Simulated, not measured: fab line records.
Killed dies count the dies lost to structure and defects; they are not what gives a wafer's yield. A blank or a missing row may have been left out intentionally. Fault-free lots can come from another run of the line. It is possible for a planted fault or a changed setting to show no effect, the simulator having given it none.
Chamber matching ; flow gf180mcu ; GF_V1_CMP_26 on cmp-02: 4 sister chambers
The step polishes, stops on SiO2, t overpolish 15 s, target thk 0 nm. 7 wafers are shown with their chamber, then 7 later ones without.

## WAFERS, EACH WITH ITS CHAMBER
wafer;chamber;motor current A (A);head pressure psi (psi)
L524.4;1;10.5;3.500
L525.4;2;11.0;3.494
L525.6;0;12.4;3.485
L527.5;0;12.7;3.497
L527.6;3;12.5;3.496
L541.1;2;10.7;3.499
L541.2;3;12.2;3.496

## WAFERS WITHOUT THEIR CHAMBER
wafer;motor current A (A);head pressure psi (psi)
L541.6;12.9;3.495
L540.1;12.1;3.510
L540.2;12.8;3.487
L540.6;12.9;3.505
L542.1;12.4;3.497
L542.3;10.4;3.495
L542.4;10.3;3.504

## WHICH CHAMBER EACH WENT THROUGH
wafer;from the rows above;in truth
L541.6;can't be placed: 0 or 3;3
L540.1;can't be placed: 3 or 0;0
L540.2;can't be placed: 0 or 3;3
L540.6;can't be placed: 3 or 0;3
L542.1;can't be placed: 3 or 0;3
L542.3;can't be placed: 1 or 2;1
L542.4;can't be placed: 1 or 2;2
0 of 7 placed correctly. Cannot be placed on the basis of these rows: 7; the candidates contain the true chamber in 7. Number placed wrongly: 0.
How it was worked out, from the rows above alone: a wafer's distance from a chamber is the root of the sum, over the readings, of the square of ((its reading less the chamber's mean) divided by the reading's scatter). The wafer belongs to the nearest chamber; if the next one is less than 2 further off, it can't be placed. For every chamber, the mean is computed from those of its wafers that are shown. The scatter: the root of (the sum of the squares of (reading less its chamber's mean) over the shown wafers, divided by (wafers less chambers)).
